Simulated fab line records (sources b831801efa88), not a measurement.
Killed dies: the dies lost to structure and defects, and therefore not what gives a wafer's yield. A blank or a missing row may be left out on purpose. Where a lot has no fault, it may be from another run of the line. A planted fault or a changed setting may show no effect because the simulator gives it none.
Tool commonality check	flow sky130	14 lots, 42 wafers sampled

## WHY IT WAS OPENED
At SKY_LDD_LDN_TW_MEAS_13 the reading LDD_LDN_TW is flagged on 2 of 14 lots. Fault-free wafers read 1479, with a standard deviation of 9.2.
Rule: a lot gets a flag if all its wafers with a number sit over 4 standard deviations from that mean, or if no wafer of it has a number. The rest of the lots are taken to be sound.

lot	measured	on	LDD_LDN_TW, wafer by wafer	flag
L884	day 22 20:40	film_metro-02	1489 1488 1488	
L885	day 22 22:49	film_metro-01	1472 1478 1472	
L887	day 24 03:41	film_metro-02	1489 1484 1485	
L888	day 24 20:09	film_metro-03	1489 1490 1489	
L894	day 27 17:07	film_metro-03	1481 1480 1483	
L895	day 27 19:16	film_metro-02	1360 1367 1367	FLAGGED
L896	day 27 19:25	film_metro-01	1352 1348 1354	FLAGGED
L897	day 27 19:34	film_metro-03	1472 1473 1478	
L893	day 27 19:51	film_metro-03	1471 1480 1485	
L900	day 28 15:01	film_metro-03	1483 1484 1481	
L901	day 28 18:09	film_metro-03	1485 1485 1482	
L902	day 28 21:43	film_metro-03	1484 1483 1481	
L905	day 29 20:21	film_metro-02	1485 1486 1481	
L906	day 31 09:51	film_metro-01	1479 1476 1469	
On average the flagged lots' numbers are 1358, which is -121 against the usual, or -13 standard deviations.

## LOT BY LOT: THE TOOL USED
The record keeps 1 process step preceding the reading, out of 708 steps on the route. Read each cell as the tool, then ch plus the chambers that the sampled wafers visited, then the start.
lot	flag	SKY_LDD_LDN_IMPLANT_08
L884		implanter-03 ch 0, day 22 19:59
L885		implanter-04 ch 0, day 22 22:07
L887		implanter-04 ch 0, day 24 03:01
L888		implanter-01 ch 0, day 24 19:27
L894		implanter-01 ch 0, day 27 16:27
L895	FLAGGED	implanter-04, day 27 18:36
L896	FLAGGED	implanter-03, day 27 18:43
L897		implanter-01 ch 0, day 27 18:53
L893		implanter-04 ch 0, day 27 19:09
L900		implanter-04 ch 0, day 28 14:20
L901		implanter-04 ch 0, day 28 17:27
L902		implanter-03 ch 0, day 28 21:02
L905		implanter-03 ch 0, day 29 19:39
L906		implanter-04 ch 0, day 31 09:09
What these steps do:
- SKY_LDD_LDN_IMPLANT_08
- SKY_LDD_LDN_TW_MEAS_13

## FLAGGED AGAINST TOTAL, ONE TOOL AT A TIME (gauges that did the reading follow at the end)
step	tool	lots run	flagged	share of the flagged lots	sound lots run after its first flagged lot
SKY_LDD_LDN_IMPLANT_08	implanter-01	3	0	none	-
SKY_LDD_LDN_IMPLANT_08	implanter-03	4	1	some	2 (L902,L905)
SKY_LDD_LDN_IMPLANT_08	implanter-04	7	1	some	4 (L893,L900,L901,L906)
SKY_LDD_LDN_TW_MEAS_13	film_metro-01	3	1	some	1 (L906)
SKY_LDD_LDN_TW_MEAS_13	film_metro-02	4	1	some	1 (L905)
SKY_LDD_LDN_TW_MEAS_13	film_metro-03	7	0	none	-

## WHAT THE TABLE PERMITS
No row of the table ran every flagged lot.

## WHAT THE SIMULATOR HAD INSERTED
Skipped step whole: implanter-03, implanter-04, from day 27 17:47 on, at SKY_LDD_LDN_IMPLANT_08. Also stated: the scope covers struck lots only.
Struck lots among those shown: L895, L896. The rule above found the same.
